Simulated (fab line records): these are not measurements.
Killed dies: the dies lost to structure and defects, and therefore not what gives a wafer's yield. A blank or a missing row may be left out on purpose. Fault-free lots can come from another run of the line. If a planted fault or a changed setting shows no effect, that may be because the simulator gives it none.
Comparing a struck lot with a sound one | flow sky130 | 18 steps out of a route of 708
Sound: the wafers L643.2, L643.4, L643.6. Struck: wafer L655.6 (left out: L655.2, L655.3 of the same lot, which were not struck); the cause appears at the end.
Order at every step that has rows: each side's tool, ch and its chambers, its first start. Under that, the readings that differ: sound wafers | struck wafers | difference of the means | sigmas: that difference in standard deviations of wafers without a fault.
alike: words and numbers the same on both sides, and readings whose means are apart by under 2 such deviations; not compared: readings that were withheld, readings missing a value for some wafer, numbers with overlapping values and no deviation given by the record, and bounds like >300 which may hide the same value.
The two part at a step that has a row with sigmas, a row that says differs or no value, or rows on one side only. Numbers that don't overlap but have no deviation are shown without sigmas and don't part them. A reading missing from all wafers of one side parts the sides only when that side holds two or more wafers.

first, 3 steps without rows for these wafers: SKY_VIA2_EXPOSE_09 (exposes mask VIM2, target cd 200 nm); SKY_VIA2_PEB_10; SKY_VIA2_DEVELOP_11 (develop time 60 s).
SKY_VIA2_CD_MEAS_12: target cd 200 nm.
  struck on cd sem-02, day 40 06:44; sound on cd sem-02, day 36 07:15
  reading    | sound             | struck | difference | sigmas
  cd nm (nm) | 198.6 198.8 199.2 | 202.3  | +3.4       | +2
SKY_VIA2_OVL_MEAS_13:
  struck on overlay-02, day 40 06:50; sound on overlay-02, day 36 07:22
  alike: VIA2_OVL
SKY_VIA2_ETCH_14: etches BARC in N2/H2, stops on SiO2, time 45.9 s, target depth 60 nm.
  sound on rie diel-01 ch 0,1, day 36 07:23; struck on rie diel-04 ch 3, day 40 06:52
  alike: drypump motor current A, oes product au, throttle valve pct
  not compared: rf hours counter h
SKY_VIA2_ETCH_15: etches SiO2 in C4F8/O2/Ar, stops on TiN, target depth 546 nm, time 84 s.
  sound on rie diel-01 ch 0,1, day 36 07:26; struck on rie diel-04 ch 3, day 40 06:55
  alike: oes product au
  not compared: rf hours counter h
SKY_VIA2_STRIP_16: strips in O2/N2.
  sound on plasma asher-01 ch 0, day 36 07:29; struck on plasma asher-04 ch 1, day 40 06:58
  alike: drypump motor current A, oes product au, strip time to endpoint s
  not compared: rf hours counter h
then, 3 steps without rows for these wafers: SKY_VIA2_STRIP_17 (strips in post etch residue remover, time 1200 s); SKY_VIA2_CLEAN_18 (cleans in IPA, time 180 s); SKY_VIA2_CLEAN_19 (cleans in O3/DIW).
SKY_VIA2_SPUTTER_20: material TiN, target thk 20 nm, time 80 s.
  struck on pvd sputter-01, day 40 07:34; sound on pvd sputter-02, day 36 08:05
  alike: throttle valve pct
SKY_VIA2_CVD_21: deposits W, target thk 420 nm, time 126.4 s.
  sound on cvd w-01 ch 0, day 36 08:11; struck on cvd w-02 ch 0, day 40 07:38
  reading                            | sound             | struck | difference | sigmas
  model.W_of_VIA2_CVD_21.thk nm (nm) | 426.4 433.1 429.9 | 195.1  | -234.7     |
  alike: heater power w
SKY_VIA2_RS_MEAS_22: a four-point-probe measurement.
  struck on film metro-01, day 40 08:07; sound on film metro-03, day 36 08:26
  reading            | sound             | struck | difference | sigmas
  VIA2_W_RS (ohm/sq) | 0.269 0.265 0.266 | 0.593  | +0.326     | +88
  not compared: hold
SKY_VIA2_THK_MEAS_23: measures by xrf.
  struck on film metro-01, day 40 10:52; sound on film metro-03, day 36 08:32
  reading         | sound       | struck | difference | sigmas
  VIA2_W_THK (nm) | 428 437 431 | 195    | -237       | -35
  not compared: hold
SKY_VIA2_CMP_24: polishes, stops on SiO2, t overpolish 20 s, target thk 0 nm.
  sound on cmp-02 ch 0,2,3, day 36 08:53; struck on cmp-02 ch 2, day 40 12:45
  reading                | sound       | struck                   | difference                   | sigmas
  hold                   | - - -       | await dispo/1.8h/release | no value on the sound wafers |
  time to endpoint s (s) | 107 109 110 | 50                       | -59                          | -15
  alike: motor current A, retaining ring pressure frac
SKY_METAL3_SPUTTER_00: material Ti, target thk 15 nm, time 10 s.
  struck on pvd sputter-01, day 40 13:00; sound on pvd sputter-04, day 36 09:08
  alike: throttle valve pct
-- the record jumps here: 8 days lie between the struck wafers' starts before and after (it left off in module METAL3 and takes up again in module PAD_OPEN, whose first step shown is number 708 of the route) --
SKY_PAD_OPEN_PROBE_99:
  struck on prober-02, day 48 21:59; sound on prober-02, day 45 18:57
  alike: defect limited yield, killed_at_M0_to_M3, killed_at_M4_up, killed at contacts, killed at front end, killed at other, killed dies, killed open, killed short, sort_bin_3_pad_short, sort_bin_5_function, sort_bin_6_memory, sort n pass, sort yield pct

== WHERE THEY PART ==
At SKY_VIA2_CD_MEAS_12 first; at SKY_VIA2_CMP_24 last (within this record only). Later steps at which nothing parts them and some readings are alike: SKY_METAL3_SPUTTER_00, SKY_PAD_OPEN_PROBE_99.

WHY: what the simulator had put in
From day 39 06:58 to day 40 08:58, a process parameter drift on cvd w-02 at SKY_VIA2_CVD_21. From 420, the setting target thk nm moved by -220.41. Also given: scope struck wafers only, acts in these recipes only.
